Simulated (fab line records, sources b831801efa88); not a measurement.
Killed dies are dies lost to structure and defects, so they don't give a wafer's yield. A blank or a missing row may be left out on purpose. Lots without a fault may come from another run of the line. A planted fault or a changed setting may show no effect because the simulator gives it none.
Chamber matching | flow sky130 | SKY_PAD_OPEN_ETCH_07 on rie_diel-01: 4 sister chambers
The step etches the open film in CF4/O2, stops on AlCu, target depth 725 nm, time 161.1 s. 18 wafers are shown with their chamber, then 9 later ones without.

WAFERS WITH THEIR CHAMBER
wafer  | chamber | drypump_motor_current_A (A) | cf4_flow_sccm (sccm) | bias_w (W)
L079.1 | 1       | 6.35                        | 80.22                | 149.6
L079.2 | 2       | 5.66                        | 80.26                | 149.2
L079.6 | 1       | 6.31                        | 80.19                | 150.0
L081.3 | 3       | 5.87                        | 79.74                | 150.8
L081.4 | 1       | 6.31                        | 79.71                | 150.7
L081.6 | 3       | 5.88                        | 79.89                | 150.1
L082.1 | 3       | 5.89                        | 80.09                | 150.5
L082.2 | 1       | 6.33                        | 79.95                | 149.8
L082.3 | 0       | 6.14                        | 79.65                | 149.8
L087.1 | 1       | 6.34                        | 80.15                | 150.1
L087.3 | 2       | 5.67                        | 79.87                | 150.3
L087.4 | 3       | 5.90                        | 80.11                | 149.9
L090.2 | 3       | 5.89                        | 80.57                | 149.3
L090.3 | 2       | 5.64                        | 80.45                | 149.7
L090.4 | 0       | 6.14                        | 79.70                | 150.6
L093.3 | 2       | 5.68                        | 80.01                | 149.4
L093.5 | 3       | 5.91                        | 80.33                | 149.5
L093.6 | 0       | 6.12                        | 79.97                | 149.6

SIGNATURES (means of the wafers above)
reading                 | chamber 0 | chamber 1 | chamber 2 | chamber 3 | scatter within a chamber
drypump_motor_current_A | 6.1333    | 6.3280    | 5.6625    | 5.8900    | 0.0156
cf4_flow_sccm           | 79.7733   | 80.0440   | 80.1475   | 80.1217   | 0.252
bias_w                  | 150.000   | 150.040   | 149.650   | 150.017   | 0.506
Rule: a wafer's distance from a chamber is the root of the sum, over the readings, of the square of ((its reading less the chamber's mean) divided by the reading's scatter). The wafer belongs to the nearest chamber; if the next one is less than 2 further off, it can't be placed. The scatter: the root of (the sum of the squares of (reading less its chamber's mean) over the shown wafers, divided by (wafers less chambers)).

WAFERS WITHOUT THEIR CHAMBER
wafer  | drypump_motor_current_A (A) | cf4_flow_sccm (sccm) | bias_w (W)
L092.1 | 6.13                        | 80.15                | 151.0
L092.4 | 5.90                        | 80.27                | 149.5
L092.5 | 5.68                        | 80.39                | 149.8
L096.3 | 5.61                        | 80.14                | 150.4
L096.4 | 6.35                        | 80.35                | 149.8
L096.5 | 5.64                        | 80.10                | 150.1
L097.1 | 5.65                        | 79.82                | 150.5
L097.2 | 6.11                        | 79.72                | 150.1
L097.5 | 6.38                        | 80.25                | 149.6

WHICH CHAMBER EACH WENT THROUGH
wafer  | from the rows above | in truth
L092.1 | 0                   | 0
L092.4 | 3                   | 3
L092.5 | 2                   | 2
L096.3 | 2                   | 2
L096.4 | 1                   | 1
L096.5 | 2                   | 2
L097.1 | 2                   | 2
L097.2 | 0                   | 0
L097.5 | 1                   | 1
Placed correctly: 9 of 9. Can't be placed from these rows: 0. Placed wrongly: 0.
